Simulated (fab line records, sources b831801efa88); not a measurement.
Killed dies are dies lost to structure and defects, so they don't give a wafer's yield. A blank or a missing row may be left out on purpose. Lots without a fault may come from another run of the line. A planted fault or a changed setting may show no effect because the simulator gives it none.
Which tool did it? | flow sky130 | 13 lots, 39 wafers sampled, at 4 steps of a route of 708

WHAT THE GAUGES READ, wafer by wafer
SKY_VIA2_THK_MEAS_01. Usual: VIA2_HDPCVD_THK 1165 nm, standard deviation 16.
lot  | measured     | on            | VIA2_HDPCVD_THK (nm) | flag
L834 | day 35 23:00 | film_metro-03 | 1167 1154 1161       |
L837 | day 36 19:34 | film_metro-04 | 1190 1172 1187       |
L838 | day 37 00:37 | film_metro-04 | 1160 1151 1150       |
L839 | day 37 02:12 | film_metro-03 | 1151 1154 1157       |
L840 | day 37 14:13 | film_metro-03 | 1157 1181 1160       |
L841 | day 37 17:32 | film_metro-04 | 1175 1161 1184       |
L843 | day 38 10:53 | film_metro-04 | 1149 1166 1160       |
L845 | day 38 20:51 | film_metro-01 | 1133 1169 1173       |
L847 | day 39 18:02 | film_metro-03 | 1184 1181 1190       |
L848 | day 39 16:41 | film_metro-04 | 1186 1158 1176       |
L849 | day 40 00:58 | film_metro-03 | 1193 1172 1146       |
L856 | day 42 00:13 | film_metro-03 | 1163 1162 1158       |
L857 | day 42 04:07 | film_metro-01 | 1161 1140 1174       |

SKY_CAPM_THK_MEAS_01. Usual: CAPM_CVD_00_THK 15.55 nm, standard deviation 0.27.
lot  | measured     | on            | CAPM_CVD_00_THK (nm) | flag
L834 | day 37 03:34 | film_metro-03 | 15.47 15.61 15.81    |
L837 | day 38 00:21 | film_metro-04 | 15.66 15.34 15.82    |
L838 | day 38 04:44 | film_metro-04 | 15.03 15.35 15.23    |
L839 | day 38 06:30 | film_metro-04 | 15.62 15.34 15.51    |
L840 | day 38 17:39 | film_metro-04 | 15.46 15.52 15.50    |
L841 | day 38 21:22 | film_metro-02 | 15.29 15.79 15.97    |
L843 | day 39 13:23 | film_metro-04 | 15.38 15.34 15.71    |
L845 | day 39 23:30 | film_metro-03 | 15.42 15.46 15.35    |
L847 | day 40 20:11 | film_metro-03 | 15.10 15.49 15.24    |
L848 | day 40 19:06 | film_metro-03 | 15.26 14.98 15.47    |
L849 | day 41 03:23 | film_metro-03 | 15.81 15.56 16.34    |
L856 | day 43 01:40 | film_metro-04 | 15.52 15.96 15.62    |
L857 | day 43 05:53 | film_metro-03 | 15.24 15.57 16.45    |

WHICH TOOL RAN EACH LOT (tool, then ch and the chambers of the sampled wafers, then the start)
lot  | SKY_LDD_N_IMPLANT_13            | SKY_METAL2_ETCH_18
L834 | implanter-01 ch 0, day 18 16:25 | rie_metal-03 ch 0,1, day 35 22:06
L837 | implanter-04 ch 0, day 19 14:33 | rie_metal-01 ch 0,1, day 36 18:41
L838 | implanter-02 ch 0, day 19 20:44 | rie_metal-02 ch 0,1, day 36 23:40
L839 | implanter-01 ch 0, day 19 23:53 | rie_metal-02 ch 0,1, day 37 01:19
L840 | implanter-01 ch 0, day 20 12:25 | rie_metal-02 ch 0,1, day 37 13:16
L841 | implanter-01 ch 0, day 20 17:27 | rie_metal-01 ch 0,1, day 37 16:40
L843 | implanter-02 ch 0, day 21 14:52 | rie_metal-02 ch 0,1, day 38 09:58
L845 | implanter-02 ch 0, day 22 04:01 | rie_metal-03 ch 0,1, day 38 19:58
L847 | implanter-01 ch 0, day 22 17:28 | rie_metal-01 ch 0,1, day 39 17:08
L848 | implanter-04 ch 0, day 22 22:38 | rie_metal-01 ch 1, day 39 15:49
L849 | implanter-01 ch 0, day 23 12:10 | rie_metal-01 ch 0,1, day 40 00:04
L856 | implanter-04 ch 0, day 25 22:01 | rie_metal-01 ch 0,1, day 41 23:18
L857 | implanter-04 ch 0, day 26 01:44 | rie_metal-02 ch 0,1, day 42 03:11
- SKY_LDD_N_IMPLANT_13
- SKY_METAL2_ETCH_18: etches BARC in N2/H2, stops on SiO2, time 45.9 s, target depth 60 nm.

WHAT THE TOOLS THEMSELVES READ (means of the sampled wafers that have a number; where no wafer has one, the mark that the record gives instead)
SKY_LDD_N_IMPLANT_13. Usual: beam_energy_keV 50.000, standard deviation 0.017.
lot  | tool         | beam_energy_keV | flag
L834 | implanter-01 | 50.002          |
L837 | implanter-04 | 49.990          |
L838 | implanter-02 | 50.010          |
L839 | implanter-01 | 49.985          |
L840 | implanter-01 | 50.017          |
L841 | implanter-01 | 50.007          |
L843 | implanter-02 | 50.007          |
L845 | implanter-02 | 49.989          |
L847 | implanter-01 | 55.431          | OFF
L848 | implanter-04 | 49.996          |
L849 | implanter-01 | 55.432          | OFF
L856 | implanter-04 | 50.008          |
L857 | implanter-04 | 49.991          |

SKY_METAL2_ETCH_18. Usual: drypump_motor_current_A 5.7 A, standard deviation 0.42; oes_product_au 0.854 a.u., standard deviation 0.0049; throttle_valve_pct 13.226 %, standard deviation 0.009.
lot  | tool         | drypump_motor_current_A (A) | oes_product_au (a.u.) | throttle_valve_pct (%) | flag
L834 | rie_metal-03 | 5.5                         | 0.855                 | 13.223                 |
L837 | rie_metal-01 | 5.7                         | 0.848                 | 13.226                 |
L838 | rie_metal-02 | 6.0                         | 0.852                 | 13.224                 |
L839 | rie_metal-02 | 6.0                         | 0.850                 | 13.223                 |
L840 | rie_metal-02 | 6.1                         | 0.856                 | 13.227                 |
L841 | rie_metal-01 | 5.7                         | 0.859                 | 13.225                 |
L843 | rie_metal-02 | 6.0                         | 0.853                 | 13.226                 |
L845 | rie_metal-03 | 5.5                         | 0.856                 | 13.222                 |
L847 | rie_metal-01 | 5.6                         | 0.857                 | 13.225                 |
L848 | rie_metal-01 | 5.9                         | 0.864                 | 13.226                 |
L849 | rie_metal-01 | 5.4                         | 0.849                 | 13.227                 |
L856 | rie_metal-01 | 5.6                         | 0.855                 | 13.219                 |
L857 | rie_metal-02 | 6.0                         | 0.855                 | 13.226                 |

THE ANSWER, worked out from the rows above alone
Rule: a lot is off if the mean of its wafers that have a number lies more than 3 standard deviations from the usual mean. A lot without any number at a reading at which 4 lots or more have one is off too. The other lots that the step has rows for count as sound. The gauges are gone through in route order, then the tools' own readings, and for those a lot's mean is taken as printed above. The first step at which some lot is off is used, and at that step the reading that is off furthest; a lot without a number counts as furthest.
Off: L847, L849, at SKY_LDD_N_IMPLANT_13 (beam_energy_keV).
A tool fits if, at that step or a process step before it, it ran every lot that is off, and no sound lot after the first of them. One fits: implanter-01 at SKY_LDD_N_IMPLANT_13. Its last sound lot is L841 (day 20 17:27), its first lot that is off L847 (day 22 17:28): a fault that began between those two fits.
The tool's own readings at SKY_LDD_N_IMPLANT_13 bear it out: on the lots that are off they differ by more than 5 times the standard deviation of the sound lots' means. beam_energy_keV reads 55.431 there against 50.000 on the sound lots.

WHAT THE SIMULATOR HAD PUT IN
Process parameter drift: implanter-01, from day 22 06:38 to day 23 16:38, at SKY_LDD_N_IMPLANT_13. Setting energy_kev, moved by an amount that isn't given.
Lots struck among those shown: L847, L849. The rule above found the same.
